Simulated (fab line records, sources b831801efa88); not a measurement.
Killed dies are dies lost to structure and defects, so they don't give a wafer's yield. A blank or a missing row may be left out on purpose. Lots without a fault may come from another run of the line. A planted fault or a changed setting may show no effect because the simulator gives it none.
Chamber matching | flow sfq_line | SFQ_TRILAYER_I4_CMP_CMP_100 on cmp-02: 4 sister chambers
The step polishes SiO2. 14 wafers are shown with their chamber, then 7 later ones without.

WAFERS WITH THEIR CHAMBER
wafer  | chamber | motor_current_A (A) | time_to_endpoint_s (s) | retaining_ring_pressure_frac
L619.3 | 2       | 11.5                | 219                    | 0.998
L619.5 | 0       | 10.4                | 229                    | 1.002
L619.6 | 1       | 11.3                | 223                    | 1.003
L621.3 | 1       | 10.2                | 212                    | 0.992
L621.2 | 3       | 10.7                | 217                    | 1.005
L621.6 | 1       | 10.4                | 216                    | 0.998
L628.4 | 3       | 10.4                | 212                    | 0.998
L628.3 | 2       | 11.2                | 215                    | 0.996
L628.6 | 3       | 10.6                | 215                    | 0.999
L629.1 | 1       | 10.9                | 221                    | 1.014
L629.3 | 2       | 12.4                | 215                    | 1.002
L629.5 | 3       | 10.9                | 221                    | 0.999
L631.4 | 2       | 10.7                | 211                    | 1.001
L631.3 | 0       | 10.1                | 216                    | 0.992

SIGNATURES (means of the wafers above)
reading                      | chamber 0 | chamber 1 | chamber 2 | chamber 3 | scatter within a chamber
motor_current_A              | 10.250    | 10.700    | 11.450    | 10.650    | 0.494
time_to_endpoint_s           | 222.50    | 218.00    | 215.00    | 216.25    | 4.83
retaining_ring_pressure_frac | 0.99700   | 1.00175   | 0.99925   | 1.00025   | 0.00604
Rule: a wafer's distance from a chamber is the root of the sum, over the readings, of the square of ((its reading less the chamber's mean) divided by the reading's scatter). The wafer belongs to the nearest chamber; if the next one is less than 2 further off, it can't be placed. The scatter: the root of (the sum of the squares of (reading less its chamber's mean) over the shown wafers, divided by (wafers less chambers)).

WAFERS WITHOUT THEIR CHAMBER
wafer  | motor_current_A (A) | time_to_endpoint_s (s) | retaining_ring_pressure_frac
L631.6 | 10.7                | 216                    | 0.999
L634.2 | 11.7                | 214                    | 1.011
L634.4 | 10.8                | 218                    | 1.010
L634.5 | 11.0                | 215                    | 1.003
L635.2 | 11.2                | 219                    | 0.999
L635.3 | 10.6                | 221                    | 0.990
L635.5 | 10.4                | 215                    | 1.008

WHICH CHAMBER EACH WENT THROUGH
wafer  | from the rows above               | in truth
L631.6 | can't be placed: 3 or 1 or 2 or 0 | 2
L634.2 | can't be placed: 2 or 1 or 3      | 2
L634.4 | can't be placed: 1 or 3 or 2 or 0 | 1
L634.5 | can't be placed: 3 or 1 or 2 or 0 | 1
L635.2 | can't be placed: 2 or 1 or 3 or 0 | 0
L635.3 | can't be placed: 0 or 3 or 1 or 2 | 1
L635.5 | can't be placed: 1 or 3 or 0 or 2 | 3
Placed correctly: 0 of 7. Can't be placed from these rows: 7 (the true chamber is among the candidates in 7). Placed wrongly: 0.
